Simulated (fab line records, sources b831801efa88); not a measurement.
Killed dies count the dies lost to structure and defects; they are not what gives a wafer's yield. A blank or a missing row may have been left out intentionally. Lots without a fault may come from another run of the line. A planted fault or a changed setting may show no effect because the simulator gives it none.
Split-lot trial    flow gf180mcu    23 wafers read from 5 lots, route of 602 steps

THE SPLIT
At GF_NWELL_COAT_02 (resist thk 3000 nm), the setting spin_rpm was moved away from the recipe's 2000 rpm on 7 of the 23 wafers read, by -4.0% to +4.6%. For the rest of the wafers, this setting stayed at what the recipe calls for.

The reading is taken at the split's own step.

THE READING
coat_of_NWELL_COAT_02.thk_nm (the simulator's own value, which no gauge read), in nm, at GF_NWELL_COAT_02 (resist thk 3000 nm). The file does not state a usual value for it. Here, 16 wafers ran the recipe; their average is 3003 nm with a standard deviation of 6.5 nm.

wafer   tool, chamber at the split  spin_rpm as run, rpm  against the recipe  coat_of_NWELL_COAT_02.thk_nm, nm  against lot-mates on the recipe
L076.3  litho_track-04, 0           2000                  recipe              2992                              -
L076.4  litho_track-04, 0           2000                  recipe              2989                              -
L076.6  litho_track-04, 0           2000                  recipe              3005                              -
L078.1  litho_track-02, 0           2000                  recipe              3000                              -
L078.2  litho_track-02, 0           2000                  recipe              3009                              -
L078.5  litho_track-02, 0           2000                  recipe              3009                              -
L078.4  litho_track-02, 0           2000                  recipe              3010                              -
L078.6  litho_track-02, 0           2000                  recipe              3012                              -
L079.1  litho_track-02, 0           1920                  -4.0%               3066                              +63
L079.2  litho_track-02, 0           2000                  recipe              3006                              -
L079.3  litho_track-02, 0           2000                  recipe              3003                              -
L079.4  litho_track-02, 0           2000                  recipe              3001                              -
L079.6  litho_track-02, 0           1920                  -4.0%               3064                              +61
L080.1  litho_track-04, 0           2000                  recipe              3005                              -
L080.2  litho_track-04, 0           2000                  recipe              2999                              -
L080.4  litho_track-04, 0           2093                  +4.6%               2928                              -74
L080.5  litho_track-04, 0           2093                  +4.6%               2932                              -70
L080.6  litho_track-04, 0           2093                  +4.6%               2940                              -62
L083.1  litho_track-02, 0           2000                  recipe              2999                              -
L083.2  litho_track-02, 0           1942                  -2.9%               3041                              +40
L083.3  litho_track-02, 0           2000                  recipe              3008                              -
L083.5  litho_track-02, 0           1942                  -2.9%               3054                              +53
L083.6  litho_track-02, 0           2000                  recipe              2995                              -

FIT RESULTS
A straight line over all 23 wafers: coat_of_NWELL_COAT_02.thk_nm changes by -15.2 nm for each +1% of spin_rpm; r = -0.98; the points scatter about the line by 6.3 nm.
The same after taking each lot's own level away (the mean of its wafers on the recipe; 23 wafers): -15.2 nm for each +1%; r = -0.99; scatter 5 nm.
According to that fit, moving spin_rpm by its largest amount changes the reading by 70 nm.
The lots' own levels span 2995.3 to 3008.0 nm, that is 2.0 times the standard deviation above.
The two slopes are in agreement: the lot-to-lot level therefore moves the slope only a little.
Check: with one of the wafers moved furthest among these (+4.6%) left out of the fit, the line predicts -68.6 nm for it against its lot-mates. Against them it came out at -74 nm.

THE WHOLE CHAIN: every reading that the file lists as answering this split, in the file's order
step               what it does        reading                                                                        change (the file's fit)               r (the file's)
GF_NWELL_COAT_02   resist thk 3000 nm  coat_of_NWELL_COAT_02.thk_nm (the simulator's own value, which no gauge read)  -15.3 nm for each +1% of the setting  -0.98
GF_NWELL_STRIP_10  strips in O2/N2     strip_time_to_endpoint_s                                                       withheld for each +1% of the setting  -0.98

THE FILE'S OWN FIT
coat_of_NWELL_COAT_02.thk_nm changes by -15.3 nm for each +1% of spin_rpm, r = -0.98.
